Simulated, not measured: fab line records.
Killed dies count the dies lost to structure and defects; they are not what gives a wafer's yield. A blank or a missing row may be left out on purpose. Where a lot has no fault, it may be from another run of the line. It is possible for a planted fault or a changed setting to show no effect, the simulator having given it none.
fab line records	flow sky130
record: lots: 12	wafers: 36	last-day: 50
route steps=708 shown VIA2@531 VIA3@574 PASSIVATION@681
lots untouched by any fault: they come from a run of this same line in which no faults occurred
start-h: hours from the record's first day to the start of the lot's first wafer shown	wait-h: hours since the lot's step before	" identical to the entry in the row above	L1.1+2: several wafers, shown together as one row	- no value present, or no start provided	* or withheld: withheld	< > ~ a bound
route shown NAME@n: NAME is a module with steps in the file, n the number in the route of the first one	usual: mean and standard deviation over wafers with no fault	same: alike in all rows	chamber/n: place in a boat	sites: the reading at each site	_std_site: standard deviation across them	_edge_site: the outer-site mean with the inner-site mean subtracted	radius-mm: how far each site lies from the wafer's centre	mask NAME#n: copy n	behind: the tool/chamber that last shaped the wafer	hold: what put the lot on hold/how long, in hours/how the hold closed	device: the transistor (n, p or np) that didn't switch	end of line: tests run on the same wafers once the route is complete	a step with no rows: only its recipe	killed: the dies lost at the first sort to structure and to defects; this is not the yield of the wafer	map: a wafer's dies, x killed, . not, _ none there
set.NAME: the setting as run; set.NAME@STEP: as run at that earlier step	model.NAME: the simulator's own value behind a step, which no gauge read
route steps across a sampled set of lots; one table per step, one row per wafer
services: a tool's chamber out of use, with start hour (start-h, from the record's first day; less than 0 if before it), hours out, and reason
== steps ==
step: SKY_VIA2_CMP_24
recipe: stop-on: SiO2	t-overpolish-s: 20	down-force-psi: 3.5	platen-rpm: 60	target-thk-nm: 0	pad-velocity-m-s: 0.94248
usual: motor-current-A: 10.8/0.91	overpolish-run-s: 20.000/0.009	time-to-endpoint-s: 97/3.6
lot.wafer	tool	chamber	start-h	wait-h	motor-current-A	overpolish-run-s	time-to-endpoint-s
L386.4	cmp-01	0	847.98	0.5	9.9	19.994	104
L386.3	"	2	"	"	11.0	20.012	105
L386.1	"	3	"	"	10.5	20.000	101
L388.3	cmp-02	3	874.09	0.1	9.0	20.015	96
L388.6	"	2	"	"	11.6	19.989	94
L388.5	"	3	"	"	9.7	20.001	96
L389.3	cmp-02	0	875.47	0.0	11.8	20.017	95
L389.4	"	1	"	"	11.1	20.011	96
L389.1	"	2	"	"	11.7	20.004	93
L390.3	cmp-01	2	876.99	0.5	10.6	19.986	101
L390.2	"	3	"	"	10.7	20.006	100
L390.4	"	0	"	"	11.0	19.995	103
L391.3	cmp-01	3	886.99	0.1	10.9	19.996	101
L391.4	"	1	"	"	10.6	20.001	95
L391.6	"	2	"	"	10.4	20.001	99
L392.1	cmp-02	0	895.13	0.1	12.3	20.006	98
L392.3	"	1	"	"	11.7	20.000	99
L392.6	"	2	"	"	11.1	20.001	96
L394.4	cmp-01	2	907.84	0.1	9.8	19.993	94
L394.5	"	1	"	"	10.7	20.007	94
L394.6	"	2	"	"	10.2	19.996	98
L397.1	cmp-02	0	930.59	0.1	11.9	20.013	102
L397.4	"	1	"	"	12.0	19.993	101
L397.6	"	3	"	"	9.2	19.989	103
L398.4	cmp-02	1	935.51	0.0	12.0	19.996	102
L398.3	"	0	"	"	11.8	19.991	101
L398.6	"	1	"	"	11.7	19.999	100
L403.3	cmp-01	3	975.14	0.2	10.4	20.005	96
L403.1	"	0	"	"	10.6	19.991	95
L403.6	"	2	"	"	10.5	19.997	98
L405.2	cmp-01	0	983.41	0.0	10.1	19.991	92
L405.4	"	1	"	"	10.0	19.997	91
L405.6	"	0	"	"	10.7	19.999	92
L408.4	cmp-02	2	1024.90	0.5	11.5	20.009	97
L408.3	"	3	"	"	9.1	20.010	99
L408.1	"	0	"	"	11.6	19.996	97
step: SKY_VIA3_THK_MEAS_01
recipe: reads: SiO2_of_VIA3_HDPCVD_00
usual: VIA3_HDPCVD_THK: 1638/16
lot.wafer	tool	chamber	start-h	wait-h	VIA3_HDPCVD_THK[nm]
L386.1	film-metro-03	-	901.92	0.1	1647
L386.3	"	-	"	"	1640
L386.4	"	-	"	"	1640
L388.3	film-metro-03	-	926.63	0.1	1617
L388.5	"	-	"	"	1622
L388.6	"	-	"	"	1648
L389.1	film-metro-03	-	927.76	0.1	1612
L389.3	"	-	"	"	1639
L389.4	"	-	"	"	1641
L390.2	film-metro-03	-	929.52	0.1	1660
L390.3	"	-	"	"	1612
L390.4	"	-	"	"	1635
L391.3	film-metro-02	-	939.16	0.1	1645
L391.4	"	-	"	"	1633
L391.6	"	-	"	"	1635
L392.1	film-metro-03	-	946.51	0.1	1641
L392.3	"	-	"	"	1638
L392.6	"	-	"	"	1621
L394.4	film-metro-03	-	959.34	0.0	1622
L394.5	"	-	"	"	1644
L394.6	"	-	"	"	1636
L397.1	film-metro-02	-	980.80	0.1	1656
L397.4	"	-	"	"	1617
L397.6	"	-	"	"	1661
L398.3	film-metro-02	-	986.26	0.1	1611
L398.4	"	-	"	"	1624
L398.6	"	-	"	"	1620
L403.1	film-metro-02	-	1022.91	0.1	1657
L403.3	"	-	"	"	1632
L403.6	"	-	"	"	1635
L405.2	film-metro-04	-	1032.25	0.1	1647
L405.4	"	-	"	"	1639
L405.6	"	-	"	"	1637
L408.1	film-metro-04	-	1071.04	0.1	1622
L408.3	"	-	"	"	1630
L408.4	"	-	"	"	1605
step: SKY_VIA3_CD_MEAS_12
recipe: target-cd-nm: 200
usual: cd-nm: 199.9/1.3
lot.wafer	tool	chamber	start-h	wait-h	cd-nm
L386.1	cd-sem-01	-	926.81	-	199.0
L386.3	"	-	"	"	200.2
L386.4	"	-	"	"	201.1
L388.3	cd-sem-01	-	951.80	-	200.6
L388.5	"	-	"	"	199.0
L388.6	"	-	"	"	197.2
L389.1	cd-sem-02	-	952.39	-	199.2
L389.3	"	-	"	"	198.1
L389.4	"	-	"	"	198.3
L390.2	cd-sem-01	-	953.99	-	199.7
L390.3	"	-	"	"	196.3
L390.4	"	-	"	"	198.2
L391.3	cd-sem-01	-	963.88	-	200.2
L391.4	"	-	"	"	198.9
L391.6	"	-	"	"	200.4
L392.1	cd-sem-01	-	970.21	-	197.5
L392.3	"	-	"	"	197.6
L392.6	"	-	"	"	198.7
L394.4	cd-sem-01	-	983.25	-	198.6
L394.5	"	-	"	"	198.6
L394.6	"	-	"	"	198.1
L397.1	cd-sem-01	-	1004.79	-	200.1
L397.4	"	-	"	"	199.7
L397.6	"	-	"	"	200.1
L398.3	cd-sem-02	-	1009.71	-	200.1
L398.4	"	-	"	"	198.6
L398.6	"	-	"	"	199.8
L403.1	cd-sem-02	-	1045.46	-	198.1
L403.3	"	-	"	"	198.2
L403.6	"	-	"	"	198.9
L405.2	cd-sem-01	-	1054.28	-	199.4
L405.4	"	-	"	"	199.9
L405.6	"	-	"	"	199.6
L408.1	cd-sem-01	-	1092.04	-	199.8
L408.3	"	-	"	"	199.5
L408.4	"	-	"	"	200.7
step: SKY_PASSIVATION_CVD_00
recipe: material: SiO2	target-thk-nm: 90	temp-c: 400	time-s: withheld	rf-w: 600
usual: heater-power-w: 672/130
lot.wafer	tool	chamber	start-h	wait-h	heater-power-w
L386.1	pecvd-03	0	1027.08	0.0	624
L386.3	"	2	"	"	513
L386.4	"	0	"	"	670
L388.3	pecvd-02	2	1049.36	0.0	829
L388.5	"	2	"	"	820
L388.6	"	0	"	"	773
L389.1	pecvd-04	2	1049.65	0.0	633
L389.3	"	0	"	"	648
L389.4	"	0	"	"	643
L390.2	pecvd-04	2	1051.12	0.0	701
L390.3	"	0	"	"	609
L390.4	"	1	"	"	653
L391.3	pecvd-03	1	1058.93	0.0	880
L391.4	"	0	"	"	749
L391.6	"	1	"	"	890
L392.1	pecvd-03	2	1064.97	0.0	481
L392.3	"	0	"	"	762
L392.6	"	1	"	"	827
L394.4	pecvd-04	2	1079.43	0.0	641
L394.5	"	0	"	"	600
L394.6	"	1	"	"	695
L397.1	pecvd-02	1	1096.14	0.0	437
L397.4	"	2	"	"	879
L397.6	"	0	"	"	751
L398.3	pecvd-03	1	1102.24	0.0	840
L398.4	"	0	"	"	659
L398.6	"	1	"	"	810
L403.1	pecvd-02	0	1133.58	0.0	746
L403.3	"	2	"	"	860
L403.6	"	1	"	"	428
L405.2	pecvd-02	2	1140.82	0.0	828
L405.4	"	1	"	"	425
L405.6	"	2	"	"	847
L408.1	pecvd-04	2	1171.87	0.0	652
L408.3	"	0	"	"	607
L408.4	"	2	"	"	664
step: SKY_PASSIVATION_THK_MEAS_01
recipe: reads: SiO2_of_PASSIVATION_CVD_00
usual: PASSIVATION_CVD_00_THK: 89.7/1.2
lot.wafer	tool	chamber	start-h	wait-h	PASSIVATION_CVD_00_THK[nm]
L386.1	film-metro-03	-	1027.11	-	88.9
L386.3	"	-	"	"	90.6
L386.4	"	-	"	"	90.2
L388.3	film-metro-04	-	1049.40	-	87.9
L388.5	"	-	"	"	89.8
L388.6	"	-	"	"	90.2
L389.1	film-metro-04	-	1049.67	-	89.9
L389.3	"	-	"	"	90.6
L389.4	"	-	"	"	91.8
L390.2	film-metro-03	-	1051.15	-	88.4
L390.3	"	-	"	"	87.9
L390.4	"	-	"	"	89.9
L391.3	film-metro-03	-	1058.97	-	89.2
L391.4	"	-	"	"	90.8
L391.6	"	-	"	"	90.1
L392.1	film-metro-03	-	1064.99	-	89.3
L392.3	"	-	"	"	88.4
L392.6	"	-	"	"	90.7
L394.4	film-metro-02	-	1079.47	-	90.7
L394.5	"	-	"	"	90.3
L394.6	"	-	"	"	91.4
L397.1	film-metro-04	-	1096.16	-	88.9
L397.4	"	-	"	"	89.8
L397.6	"	-	"	"	91.5
L398.3	film-metro-02	-	1102.28	-	90.1
L398.4	"	-	"	"	79.0
L398.6	"	-	"	"	91.1
L403.1	film-metro-04	-	1133.60	-	88.8
L403.3	"	-	"	"	88.2
L403.6	"	-	"	"	89.9
L405.2	film-metro-04	-	1140.85	-	88.1
L405.4	"	-	"	"	88.9
L405.6	"	-	"	"	89.4
L408.1	film-metro-03	-	1171.90	-	88.8
L408.3	"	-	"	"	89.6
L408.4	"	-	"	"	89.4
== services ==
tool	chamber	start-h	hours	kind
pecvd-04	1	825.03	7.7	repair
cmp-02	-	844.74	3.4	pm
cmp-02	-	852.67	2.3	repair
cmp-02	-	861.98	1.3	repair
pecvd-03	0	872.68	7.7	repair
cmp-01	-	873.83	3.1	repair
pecvd-03	-	896.89	2.8	pm
cmp-02	-	912.14	4.0	pm
pecvd-03	-	927.35	1.8	repair
pecvd-02	-	930.70	2.8	repair
cmp-02	-	973.11	12.0	pm
pecvd-02	0	981.69	6.7	repair
cmp-01	-	984.86	1.3	repair
pecvd-02	1	1001.57	9.3	repair
pecvd-02	2	1006.95	10.2	repair
cmp-01	-	1021.88	10.0	pm
cmp-01	-	1031.91	7.1	pm
cmp-01	-	1039.96	1.6	repair
cmp-01	-	1064.15	0.2	repair
cmp-02	-	1073.92	0.3	repair
cmp-01	-	1084.17	4.0	pm
cmp-01	-	1085.17	0.5	repair
cmp-01	-	1123.77	2.2	repair
cmp-02	-	1162.82	3.0	repair
== key ==
first-sign: step: SKY_PASSIVATION_THK_MEAS_01	reading: PASSIVATION_CVD_00_THK	direction: down	sigmas: 9.3	usual: 89.7	struck: 79.0
effect none on later readings
met-at SKY_PASSIVATION_CVD_00
struck-lots L398
struck-wafers L398.4
not-acting-at SKY_VIA2_CMP_24,SKY_VIA3_THK_MEAS_01,SKY_VIA3_CD_MEAS_12
onset-between 1064.97 1102.24
fault: kind: site-profile-drift	tool: pecvd-03	chamber: 0	onset-h: 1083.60	steps: SKY_PASSIVATION_CVD_00	basis: fraction	max-abs-drift: 0.33947	slope-share-per-hr: 75.437	site-pattern: 0,0,0,0,0,-1,-1,-1,-1
